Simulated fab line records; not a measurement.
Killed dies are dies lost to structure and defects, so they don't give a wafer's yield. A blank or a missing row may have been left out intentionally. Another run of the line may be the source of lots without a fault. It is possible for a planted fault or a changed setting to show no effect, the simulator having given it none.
fab line records + flow sky130
record
- lots=5
- wafers=15
- last-day=49
route steps=708 shown PASSIVATION@689 PAD_OPEN@694
lots with no fault: from the same line, run without faults
start-h: the number of hours between the record's first day and the start of the first shown wafer of the lot + wait-h: hours since the lot's step before + " unchanged from the row above + L1.1+2: several wafers, shown together as one row + - no value, or no start was given + * or withheld: withheld + < > ~ a bound
route shown NAME@n: names a module that has steps shown in the file, with the first one's number in the route + usual: average and standard deviation across the fault-free wafers + same: alike in all rows + chamber/n: place in a boat + sites: each site's reading + _std_site: standard deviation of those values + _edge_site: mean of outer sites minus mean of inner sites + radius-mm: how far each site lies from the wafer's centre + mask NAME#n: copy n + behind: tool/chamber where the wafer was last shaped + hold: why the lot was held/for how many hours/how that ended + device: whichever transistor did not switch (one of n, p or np) + end of line: tests of these same wafers at the route's end + step lacking rows: just its recipe + killed: not the wafer's yield, but the dies lost to structure and defects at the first sort + map: dies across one wafer; x = killed, . = not, _ = none there
set.NAME: the setting that was run; set.NAME@STEP: the one run at that earlier step + model.NAME: the simulator's own value behind a step, which no gauge read
lots at some steps of the route; a table a step, a row a wafer
services: when a tool's chamber went out of use (start-h, in hours from the record's first day, below 0 if earlier), for how many hours, and the reason
## steps
# step SKY_PASSIVATION_EXPOSE_08
# recipe
- mask-id=NSM
- target-cd-nm=3000
- na=0.57
- dose-mj=260
| lot.wafer  | tool             | chamber | start-h | wait-h | mask  |
|------------|------------------|---------|---------|--------|-------|
| L077.1+2+6 | iline-stepper-01 | 0       | -       | -      | NSM#0 |
| L079.2+3+5 | iline-stepper-01 | 0       | -       | -      | NSM#0 |
| L089.1+3+4 | iline-stepper-02 | 0       | -       | -      | NSM#0 |
| L091.2+3+6 | iline-stepper-02 | 0       | -       | -      | NSM#0 |
| L093.1+4+6 | iline-stepper-01 | 0       | -       | -      | NSM#0 |
# step SKY_PASSIVATION_PEB_09
# recipe
- temp-c=115
- time-s=withheld
| lot.wafer  | tool           | chamber | start-h | wait-h |
|------------|----------------|---------|---------|--------|
| L077.1+2+6 | litho-track-03 | 0       | -       | -      |
| L079.2+3+5 | litho-track-04 | 0       | -       | -      |
| L089.1+3+4 | litho-track-01 | 0       | -       | -      |
| L091.2+3+6 | litho-track-03 | 0       | -       | -      |
| L093.1+4+6 | litho-track-03 | 0       | -       | -      |
# step SKY_PASSIVATION_DEVELOP_10
# recipe
- develop-time-s=60
- dev-temp-c=23
# same
- develop-time-s=60
| lot.wafer  | tool           | chamber | start-h | wait-h |
|------------|----------------|---------|---------|--------|
| L077.1+2+6 | litho-track-03 | 0       | -       | -      |
| L079.2+3+5 | litho-track-04 | 0       | -       | -      |
| L089.1+3+4 | litho-track-01 | 0       | -       | -      |
| L091.2+3+6 | litho-track-03 | 0       | -       | -      |
| L093.1+4+6 | litho-track-03 | 0       | -       | -      |
# step SKY_PASSIVATION_ETCH_11
# recipe
- chemistry=CF4/O2
- target-depth-nm=725
- stop-on=AlCu
- source-w=800
- bias-w=150
- pressure-mtorr=150
- cf4-flow-sccm=80
- O2_flow_sccm=10
- time-s=161.1
# usual
- bias-w=150.0/0.46
- drypump-motor-current-A=5.79/0.29
- oes-product-au=0.980/0.0082
- throttle-valve-pct=5.965/0.0081
| lot.wafer | tool        | chamber | start-h | wait-h | bias-w | drypump-motor-current-A | oes-product-au | rf-hours-counter-h | throttle-valve-pct |
|-----------|-------------|---------|---------|--------|--------|-------------------------|----------------|--------------------|--------------------|
| L077.1    | rie-diel-02 | 2       | 1073.08 | -      | 150.6  | 6.43                    | 0.981          | 7                  | 5.955              |
| L077.2    | "           | 0       | "       | "      | 150.7  | 5.73                    | 0.988          | 10                 | 5.967              |
| L077.6    | "           | 0       | "       | "      | 149.8  | 5.70                    | 0.980          | -                  | 5.959              |
| L079.2    | rie-diel-02 | 1       | 1087.86 | -      | 149.4  | 5.52                    | 0.971          | 16                 | 5.954              |
| L079.3    | "           | 3       | "       | "      | 150.6  | 5.70                    | 0.968          | 10                 | 5.965              |
| L079.5    | "           | 2       | "       | "      | 149.5  | 6.42                    | 0.981          | -                  | 5.977              |
| L089.1    | rie-diel-02 | 2       | 1137.39 | -      | 150.1  | 6.43                    | 0.972          | 10                 | 5.971              |
| L089.3    | "           | 3       | "       | "      | 149.4  | 5.70                    | 0.982          | 12                 | 5.974              |
| L089.4    | "           | 1       | "       | "      | 150.5  | 5.53                    | 0.989          | 18                 | 5.971              |
| L091.2    | rie-diel-02 | 0       | 1151.03 | -      | 149.6  | 5.75                    | 0.981          | 12                 | 5.975              |
| L091.3    | "           | 2       | "       | "      | 150.6  | 6.42                    | 0.981          | 10                 | 5.973              |
| L091.6    | "           | 1       | "       | "      | 151.0  | 5.49                    | 0.981          | -                  | 5.968              |
| L093.1    | rie-diel-01 | 2       | 1163.08 | -      | 150.5  | 5.40                    | 0.977          | 24                 | 5.980              |
| L093.4    | "           | 3       | "       | "      | 149.4  | 5.83                    | 0.984          | -                  | 5.953              |
| L093.6    | "           | 2       | "       | "      | 149.9  | 5.40                    | 0.987          | -                  | 5.980              |
# step SKY_PASSIVATION_STRIP_12
# recipe
- chemistry=O2/N2
- power-w=1400
- pressure-mtorr=1500
- platen-temp-c=withheld
- overash-fraction=0.7
- o2-flow-sccm=3000
- n2-flow-sccm=300
# usual
- drypump-motor-current-A=5.7/0.77
- oes-product-au=0.661/0.0044
- strip-time-to-endpoint-s=31.58/0.15
| lot.wafer | tool            | chamber | start-h | wait-h | drypump-motor-current-A | oes-product-au | rf-hours-counter-h | strip-time-to-endpoint-s |
|-----------|-----------------|---------|---------|--------|-------------------------|----------------|--------------------|--------------------------|
| L077.1    | plasma-asher-01 | 1       | 1073.18 | 0.1    | 6.7                     | 0.659          | 71                 | 31.44                    |
| L077.2    | "               | 0       | "       | "      | 5.9                     | 0.658          | 71                 | 31.18                    |
| L077.6    | "               | 0       | "       | "      | 5.9                     | 0.664          | -                  | 31.22                    |
| L079.2    | plasma-asher-01 | 1       | 1087.97 | 0.1    | 6.6                     | 0.663          | 73                 | 31.76                    |
| L079.3    | "               | 1       | "       | "      | 6.6                     | 0.664          | -                  | 31.59                    |
| L079.5    | "               | 1       | "       | "      | 6.6                     | 0.666          | -                  | 31.59                    |
| L089.1    | plasma-asher-04 | 0       | 1137.50 | 0.1    | 6.4                     | 0.662          | 91                 | 31.73                    |
| L089.3    | "               | 0       | "       | "      | 6.4                     | 0.663          | -                  | 31.36                    |
| L089.4    | "               | 1       | "       | "      | 4.7                     | 0.664          | -                  | 31.67                    |
| L091.2    | plasma-asher-02 | 1       | 1151.13 | 0.1    | 5.0                     | 0.660          | 5                  | 31.45                    |
| L091.3    | "               | 0       | "       | "      | 4.8                     | 0.655          | -                  | 31.80                    |
| L091.6    | "               | 0       | "       | "      | 4.8                     | 0.659          | -                  | 31.74                    |
| L093.1    | plasma-asher-02 | 1       | 1163.18 | 0.1    | 5.0                     | 0.658          | 6                  | 31.60                    |
| L093.4    | "               | 1       | "       | "      | 5.1                     | 0.657          | -                  | 31.63                    |
| L093.6    | "               | 1       | "       | "      | 5.0                     | 0.666          | -                  | 31.57                    |
# step SKY_PAD_OPEN_DEHYDRATE_00
# recipe
- temp-c=200
- time-s=60
| lot.wafer  | tool           | chamber | start-h | wait-h |
|------------|----------------|---------|---------|--------|
| L077.1+2+6 | litho-track-03 | 0       | 1083.33 | 10.1   |
| L079.2+3+5 | litho-track-03 | 0       | 1097.45 | 9.4    |
| L089.1+3+4 | litho-track-02 | 0       | 1146.23 | 8.7    |
| L091.2+3+6 | litho-track-02 | 0       | 1159.51 | 8.3    |
| L093.1+4+6 | litho-track-02 | 0       | 1171.13 | 7.9    |
# step SKY_PAD_OPEN_HMDS_01
# recipe
- prime-time-s=60
- prime-temp-c=120
# same
- prime-time-s=60
| lot.wafer  | tool           | chamber | start-h | wait-h |
|------------|----------------|---------|---------|--------|
| L077.1+2+6 | litho-track-03 | 0       | 1083.48 | 0.1    |
| L079.2+3+5 | litho-track-03 | 0       | 1097.60 | 0.1    |
| L089.1+3+4 | litho-track-02 | 0       | 1146.38 | 0.1    |
| L091.2+3+6 | litho-track-02 | 0       | 1159.66 | 0.1    |
| L093.1+4+6 | litho-track-02 | 0       | 1171.28 | 0.1    |
# step SKY_PAD_OPEN_COAT_02
# recipe
- spin-rpm=2000
- resist-thk-nm=3000
# usual
- dispense-pressure-kPa=51.9/2.3
| lot.wafer | tool           | chamber | start-h | wait-h | dispense-pressure-kPa |
|-----------|----------------|---------|---------|--------|-----------------------|
| L077.1    | litho-track-03 | 0       | 1083.63 | 0.1    | 49.4                  |
| L077.2    | "              | 0       | "       | "      | 49.3                  |
| L077.6    | "              | 0       | "       | "      | 49.4                  |
| L079.2    | litho-track-03 | 0       | 1097.75 | 0.1    | 49.3                  |
| L079.3    | "              | 0       | "       | "      | 49.3                  |
| L079.5    | "              | 0       | "       | "      | 49.4                  |
| L089.1    | litho-track-02 | 0       | 1146.53 | 0.1    | 54.6                  |
| L089.3    | "              | 0       | "       | "      | 54.6                  |
| L089.4    | "              | 0       | "       | "      | 54.6                  |
| L091.2    | litho-track-02 | 0       | 1159.81 | 0.1    | 54.6                  |
| L091.3    | "              | 0       | "       | "      | 54.6                  |
| L091.6    | "              | 0       | "       | "      | 54.6                  |
| L093.1    | litho-track-02 | 0       | 1171.43 | 0.1    | 54.6                  |
| L093.4    | "              | 0       | "       | "      | 54.6                  |
| L093.6    | "              | 0       | "       | "      | 54.6                  |
# step SKY_PAD_OPEN_SOFTBAKE_03
# recipe
- temp-c=110
- time-s=withheld
| lot.wafer  | tool           | chamber | start-h | wait-h |
|------------|----------------|---------|---------|--------|
| L077.1+2+6 | litho-track-03 | 0       | 1083.78 | 0.1    |
| L079.2+3+5 | litho-track-03 | 0       | 1097.91 | 0.1    |
| L089.1+3+4 | litho-track-02 | 0       | 1146.68 | 0.1    |
| L091.2+3+6 | litho-track-02 | 0       | 1159.97 | 0.1    |
| L093.1+4+6 | litho-track-02 | 0       | 1171.58 | 0.1    |
# step SKY_PAD_OPEN_EXPOSE_04
# recipe
- mask-id=PDM
- target-cd-nm=60000
- na=0.57
- dose-mj=260
| lot.wafer  | tool             | chamber | start-h | wait-h | mask  |
|------------|------------------|---------|---------|--------|-------|
| L077.1+2+6 | iline-stepper-02 | 0       | -       | -      | PDM#0 |
| L079.2+3+5 | iline-stepper-02 | 0       | -       | -      | PDM#0 |
| L089.1+3+4 | iline-stepper-01 | 0       | -       | -      | PDM#0 |
| L091.2+3+6 | iline-stepper-01 | 0       | -       | -      | PDM#0 |
| L093.1+4+6 | iline-stepper-02 | 0       | -       | -      | PDM#0 |
# step SKY_PAD_OPEN_PEB_05
# recipe
- temp-c=115
- time-s=withheld
| lot.wafer  | tool           | chamber | start-h | wait-h |
|------------|----------------|---------|---------|--------|
| L077.1+2+6 | litho-track-01 | 0       | -       | -      |
| L079.2+3+5 | litho-track-01 | 0       | -       | -      |
| L089.1+3+4 | litho-track-02 | 0       | -       | -      |
| L091.2+3+6 | litho-track-03 | 0       | -       | -      |
| L093.1+4+6 | litho-track-02 | 0       | -       | -      |
# step SKY_PAD_OPEN_DEVELOP_06
# recipe
- develop-time-s=60
- dev-temp-c=23
# same
- develop-time-s=60
| lot.wafer  | tool           | chamber | start-h | wait-h |
|------------|----------------|---------|---------|--------|
| L077.1+2+6 | litho-track-01 | 0       | -       | -      |
| L079.2+3+5 | litho-track-01 | 0       | -       | -      |
| L089.1+3+4 | litho-track-02 | 0       | -       | -      |
| L091.2+3+6 | litho-track-03 | 0       | -       | -      |
| L093.1+4+6 | litho-track-02 | 0       | -       | -      |
# step SKY_PAD_OPEN_ETCH_07
# recipe
- chemistry=CF4/O2
- target-depth-nm=725
- stop-on=AlCu
- source-w=800
- bias-w=150
- pressure-mtorr=150
- cf4-flow-sccm=80
- O2_flow_sccm=10
- time-s=161.1
# usual
- bias-w=150.0/0.44
- drypump-motor-current-A=5.7/0.38
- oes-product-au=0.979/0.0075
- throttle-valve-pct=5.965/0.0097
| lot.wafer | tool        | chamber | start-h | wait-h | bias-w | drypump-motor-current-A | oes-product-au | rf-hours-counter-h | throttle-valve-pct |
|-----------|-------------|---------|---------|--------|--------|-------------------------|----------------|--------------------|--------------------|
| L077.1    | rie-diel-01 | 1       | 1093.99 | -      | 149.5  | 5.7                     | 0.973          | 22                 | 5.973              |
| L077.2    | "           | 0       | "       | "      | 149.1  | 6.2                     | 0.967          | 12                 | 5.953              |
| L077.6    | "           | 0       | "       | "      | 149.5  | 6.2                     | 0.970          | -                  | 5.958              |
| L079.2    | rie-diel-01 | 1       | 1108.24 | -      | 150.3  | 5.7                     | 0.973          | 22                 | 5.953              |
| L079.3    | "           | 0       | "       | "      | 150.0  | 6.2                     | 0.979          | 13                 | 5.949              |
| L079.5    | "           | 1       | "       | "      | 149.2  | 5.7                     | 0.972          | -                  | 5.955              |
| L089.1    | rie-diel-03 | 1       | 1156.38 | -      | 150.1  | 5.6                     | 0.977          | 17                 | 5.964              |
| L089.3    | "           | 3       | "       | "      | 149.8  | 5.4                     | 0.980          | 19                 | 5.970              |
| L089.4    | "           | 0       | "       | "      | 151.0  | 6.2                     | 0.993          | 13                 | 5.983              |
| L091.2    | rie-diel-03 | 1       | 1168.63 | -      | 149.8  | 5.6                     | 0.979          | 18                 | 5.950              |
| L091.3    | "           | 2       | "       | "      | 150.1  | 6.0                     | 0.987          | 16                 | 5.960              |
| L091.6    | "           | 3       | "       | "      | 149.9  | 5.4                     | 0.982          | -                  | 5.962              |
| L093.1    | rie-diel-01 | 0       | 1179.98 | -      | 150.4  | 6.2                     | 0.969          | 15                 | 5.958              |
| L093.4    | "           | 1       | "       | "      | 149.0  | 5.7                     | 0.982          | -                  | 5.968              |
| L093.6    | "           | 3       | "       | "      | 148.8  | 5.8                     | 0.980          | -                  | 5.981              |
# step SKY_PAD_OPEN_STRIP_08
# recipe
- chemistry=O2/N2
- power-w=1400
- pressure-mtorr=1500
- platen-temp-c=withheld
- overash-fraction=0.7
- o2-flow-sccm=3000
- n2-flow-sccm=300
# usual
- drypump-motor-current-A=6.0/0.7
- oes-product-au=0.662/0.0042
- strip-time-to-endpoint-s=37.09/0.09
| lot.wafer | tool            | chamber | start-h | wait-h | drypump-motor-current-A | oes-product-au | rf-hours-counter-h | strip-time-to-endpoint-s |
|-----------|-----------------|---------|---------|--------|-------------------------|----------------|--------------------|--------------------------|
| L077.1    | plasma-asher-03 | 1       | 1094.10 | 0.1    | 6.7                     | 0.659          | 38                 | 37.06                    |
| L077.2    | "               | 0       | "       | "      | 6.4                     | 0.663          | 38                 | 36.92                    |
| L077.6    | "               | 0       | "       | "      | 6.5                     | 0.659          | -                  | 36.93                    |
| L079.2    | plasma-asher-03 | 1       | 1108.35 | 0.1    | 6.7                     | 0.659          | 40                 | 37.09                    |
| L079.3    | "               | 1       | "       | "      | 6.7                     | 0.662          | -                  | 37.16                    |
| L079.5    | "               | 0       | "       | "      | 6.5                     | 0.664          | -                  | 37.13                    |
| L089.1    | plasma-asher-02 | 0       | 1156.49 | 0.1    | 4.8                     | 0.658          | 5                  | 37.04                    |
| L089.3    | "               | 0       | "       | "      | 4.8                     | 0.659          | -                  | 37.09                    |
| L089.4    | "               | 1       | "       | "      | 5.1                     | 0.657          | -                  | 37.14                    |
| L091.2    | plasma-asher-03 | 0       | 1168.73 | 0.1    | 6.5                     | 0.668          | 46                 | 36.95                    |
| L091.3    | "               | 0       | "       | "      | 6.5                     | 0.666          | -                  | 37.08                    |
| L091.6    | "               | 1       | "       | "      | 6.7                     | 0.671          | -                  | 36.98                    |
| L093.1    | plasma-asher-01 | 0       | 1180.09 | 0.1    | 5.9                     | 0.663          | 83                 | 37.13                    |
| L093.4    | "               | 1       | "       | "      | 6.7                     | 0.664          | -                  | 37.19                    |
| L093.6    | "               | 1       | "       | "      | 6.7                     | 0.668          | -                  | 37.07                    |
# step SKY_PAD_OPEN_STRIP_09
# recipe
- chemistry=post-etch-residue-remover
- time-s=1200
- temp-c=72.5
# usual
- temp-c=72.49/0.13
| lot.wafer | tool         | chamber | start-h | wait-h | temp-c |
|-----------|--------------|---------|---------|--------|--------|
| L077.1    | wet-bench-04 | 3       | 1094.20 | 0.1    | 72.36  |
| L077.2    | "            | 3       | "       | "      | 72.29  |
| L077.6    | "            | 3       | "       | "      | 72.38  |
| L079.2    | wet-bench-01 | 0       | 1108.45 | 0.1    | 72.55  |
| L079.3    | "            | 0       | "       | "      | 72.36  |
| L079.5    | "            | 0       | "       | "      | 72.41  |
| L089.1    | wet-bench-01 | 1       | 1156.62 | 0.1    | 72.40  |
| L089.3    | "            | 1       | "       | "      | 72.48  |
| L089.4    | "            | 1       | "       | "      | 72.43  |
| L091.2    | wet-bench-03 | 3       | 1168.83 | 0.1    | 72.28  |
| L091.3    | "            | 3       | "       | "      | 72.43  |
| L091.6    | "            | 3       | "       | "      | 72.35  |
| L093.1    | wet-bench-03 | 2       | 1180.20 | 0.1    | 72.63  |
| L093.4    | "            | 2       | "       | "      | 72.61  |
| L093.6    | "            | 2       | "       | "      | 72.71  |
# step SKY_PAD_OPEN_CLEAN_10
# recipe
- chemistry=IPA
- time-s=180
- temp-c=25
# usual
- temp-c=25.00/0.1
| lot.wafer | tool         | chamber | start-h | wait-h | temp-c |
|-----------|--------------|---------|---------|--------|--------|
| L077.1    | wet-bench-03 | 0       | 1094.57 | 0.0    | 25.08  |
| L077.2    | "            | 0       | "       | "      | 25.27  |
| L077.6    | "            | 0       | "       | "      | 25.09  |
| L079.2    | wet-bench-03 | 2       | 1108.79 | 0.0    | 25.03  |
| L079.3    | "            | 2       | "       | "      | 24.98  |
| L079.5    | "            | 2       | "       | "      | 25.05  |
| L089.1    | wet-bench-04 | 3       | 1156.96 | 0.0    | 25.10  |
| L089.3    | "            | 3       | "       | "      | 25.02  |
| L089.4    | "            | 3       | "       | "      | 25.28  |
| L091.2    | wet-bench-04 | 2       | 1169.17 | 0.0    | 25.04  |
| L091.3    | "            | 2       | "       | "      | 25.05  |
| L091.6    | "            | 2       | "       | "      | 24.93  |
| L093.1    | wet-bench-04 | 1       | 1180.56 | 0.0    | 24.94  |
| L093.4    | "            | 1       | "       | "      | 25.07  |
| L093.6    | "            | 1       | "       | "      | 24.85  |
# step SKY_PAD_OPEN_CLEAN_11
# recipe
- chemistry=O3/DIW
- dry=n2-spin
| lot.wafer  | tool         | chamber | start-h | wait-h |
|------------|--------------|---------|---------|--------|
| L077.1+2+6 | wet-bench-04 | 1       | 1094.63 | 0.0    |
| L079.2+3+5 | wet-bench-01 | 1       | 1108.85 | 0.0    |
| L089.1+3+4 | wet-bench-01 | 3       | 1157.02 | 0.0    |
| L091.2+3+6 | wet-bench-03 | 3       | 1169.23 | 0.0    |
| L093.1+4+6 | wet-bench-04 | 2       | 1180.63 | 0.0    |
# step SKY_PAD_OPEN_ANNEAL_12
# recipe
- temp-c=400
- time-s=withheld
- ambient=N2/H2
- idle-temp-c=300
- ramp-up-c-per-min=8
- ramp-down-c-per-min=4
# usual
- spike-tc-centre-C=399.2/2.1
| lot.wafer | tool       | chamber | start-h | wait-h | spike-tc-centre-C |
|-----------|------------|---------|---------|--------|-------------------|
| L077.1    | furnace-01 | 0       | 1094.73 | 0.0    | 396.9             |
| L077.2    | "          | 0       | "       | "      | 397.3             |
| L077.6    | "          | 0       | "       | "      | 396.4             |
| L079.2    | furnace-01 | 0       | 1108.94 | 0.0    | 398.2             |
| L079.3    | "          | 0       | "       | "      | 398.1             |
| L079.5    | "          | 0       | "       | "      | 396.5             |
| L089.1    | furnace-02 | 0       | 1157.11 | 0.0    | 403.0             |
| L089.3    | "          | 0       | "       | "      | 402.0             |
| L089.4    | "          | 0       | "       | "      | 401.2             |
| L091.2    | furnace-02 | 0       | 1169.32 | 0.0    | 401.2             |
| L091.3    | "          | 0       | "       | "      | 400.3             |
| L091.6    | "          | 0       | "       | "      | 402.8             |
| L093.1    | furnace-01 | 0       | 1180.73 | 0.0    | 397.7             |
| L093.4    | "          | 0       | "       | "      | 396.3             |
| L093.6    | "          | 0       | "       | "      | 398.1             |
# step SKY_PAD_OPEN_BOW_MEAS_13
# recipe
- mode=bow
# usual
- PAD_OPEN_BOW=48/10
| lot.wafer | tool          | chamber | start-h | wait-h | PAD_OPEN_BOW[um] |
|-----------|---------------|---------|---------|--------|------------------|
| L077.1    | film-metro-04 | -       | 1096.23 | -      | 41               |
| L077.2    | "             | -       | "       | "      | 50               |
| L077.6    | "             | -       | "       | "      | 40               |
| L079.2    | film-metro-04 | -       | 1110.46 | -      | 48               |
| L079.3    | "             | -       | "       | "      | 53               |
| L079.5    | "             | -       | "       | "      | 45               |
| L089.1    | film-metro-01 | -       | 1158.61 | -      | 33               |
| L089.3    | "             | -       | "       | "      | 43               |
| L089.4    | "             | -       | "       | "      | 44               |
| L091.2    | film-metro-01 | -       | 1170.84 | -      | 44               |
| L091.3    | "             | -       | "       | "      | 43               |
| L091.6    | "             | -       | "       | "      | 58               |
| L093.1    | film-metro-02 | -       | 1182.23 | -      | 40               |
| L093.4    | "             | -       | "       | "      | 33               |
| L093.6    | "             | -       | "       | "      | 46               |
# step SKY_PAD_OPEN_PROBE_99
# usual
- defect-limited-yield=82.9/2.2
- killed_at_M0_to_M3=42/7
- killed_at_M4_up=2.8/1.8
- killed-at-contacts=24/5.8
- killed-at-front-end=15/4.8
- killed-at-other=0.3/0.56
- killed-dies=84/11
- killed-on-rim=17/4.2
- killed-open=46/7.8
- killed-short=38/6.3
- sort_bin_3_pad_short=0.8/0.43
- sort_bin_5_function=10.2/1.6
- sort_bin_6_memory=6.0/1.1
- sort-n-pass=408/11
- sort-yield-pct=82.9/2.2
# same
- gross-dies=492
- killed-at-back-side=0
- sort_bin_4_leakage[%]=0
- sort_bin_8_speed[%]=0
| lot.wafer | tool      | chamber | start-h | wait-h | defect-limited-yield[%] | killed_at_M0_to_M3 | killed_at_M4_up | killed-at-contacts | killed-at-front-end | killed-at-other | killed-dies | killed-on-rim | killed-open | killed-short | sort_bin_3_pad_short[%] | sort_bin_5_function[%] | sort_bin_6_memory[%] | sort-n-pass | sort-yield-pct[%] |
|-----------|-----------|---------|---------|--------|-------------------------|--------------------|-----------------|--------------------|---------------------|-----------------|-------------|---------------|-------------|--------------|-------------------------|------------------------|----------------------|-------------|-------------------|
| L077.1    | prober-02 | -       | 1096.35 | 0.1    | 83.3                    | 44                 | 5               | 26                 | 7                   | 0               | 82          | 14            | 49          | 33           | 0.4                     | 12.4                   | 3.9                  | 410         | 83.3              |
| L077.2    | prober-02 | -       | 1096.40 | 0.1    | 82.5                    | 46                 | 3               | 27                 | 10                  | 0               | 86          | 13            | 49          | 37           | 1.0                     | 11.2                   | 5.3                  | 406         | 82.5              |
| L077.6    | prober-02 | -       | 1096.60 | 0.2    | 81.5                    | 50                 | 7               | 22                 | 12                  | 0               | 91          | 14            | 51          | 40           | 2.0                     | 10.6                   | 5.9                  | 401         | 81.5              |
# killed by level:class
L077.1 CONTACT:geometric-particle:open=13 VIA1:geometric-particle:open=11 VIA3:geometric-particle:open=7 LI_CONTACT:geometric-particle:open=5 METAL2:geometric-particle:short=5 VIA2:geometric-particle:open=5 LOCAL_INTERCONNECT:geometric-particle:short=4 METAL4:geometric-particle:short=4
L077.2 VIA3:geometric-particle:open=10 VIA1:geometric-particle:open=8 LOCAL_INTERCONNECT:geometric-particle:short=8 CONTACT:geometric-particle:open=8 METAL1:geometric-particle:short=7 VIA2:geometric-particle:open=7 CONTACT:geometric-particle:short=5 POLY_GATE:geometric-particle:open=3
L077.6 CONTACT:geometric-particle:open=12 VIA2:geometric-particle:open=11 VIA1:geometric-particle:open=7 VIA3:geometric-particle:open=7 METAL4:geometric-particle:short=7 METAL1:geometric-particle:short=6 LI_CONTACT:geometric-particle:open=5 METAL2:geometric-particle:short=5
## services
| tool             | chamber | start-h | hours | kind       |
|------------------|---------|---------|-------|------------|
| iline-stepper-02 | -       | 1042.32 | 1.7   | pm         |
| rie-diel-03      | -       | 1042.93 | 1.5   | repair     |
| wet-bench-04     | -       | 1054.89 | 1.9   | pm         |
| plasma-asher-02  | -       | 1055.25 | 9.0   | pm         |
| plasma-asher-02  | 0       | 1055.25 | 9.0   | vent-cycle |
| plasma-asher-02  | 1       | 1055.25 | 9.0   | vent-cycle |
| rie-diel-03      | 0       | 1067.21 | 4.0   | repair     |
| rie-diel-03      | 3       | 1071.12 | 4.8   | repair     |
| rie-diel-01      | -       | 1075.34 | 2.2   | repair     |
| plasma-asher-03  | -       | 1088.90 | 2.8   | pm         |
| furnace-02       | -       | 1094.53 | 2.5   | pm         |
| plasma-asher-02  | -       | 1095.71 | 36.3  | repair     |
| furnace-01       | -       | 1097.06 | 3.1   | pm         |
| rie-diel-03      | 0       | 1099.04 | 19.7  | repair     |
| rie-diel-01      | 3       | 1100.28 | 2.5   | repair     |
| rie-diel-03      | 3       | 1102.62 | 7.6   | repair     |
| iline-stepper-01 | -       | 1114.88 | 1.7   | pm         |
| iline-stepper-02 | -       | 1119.33 | 0.8   | pm         |
| rie-diel-03      | 3       | 1126.37 | 2.6   | repair     |
| plasma-asher-01  | -       | 1150.22 | 2.8   | pm         |
| furnace-02       | -       | 1153.01 | 3.5   | pm         |
| rie-diel-01      | 0       | 1160.81 | 8.6   | repair     |
| furnace-02       | -       | 1178.00 | 8.8   | repair     |
| rie-diel-01      | 2       | 1179.47 | 3.0   | repair     |
## key
fault none
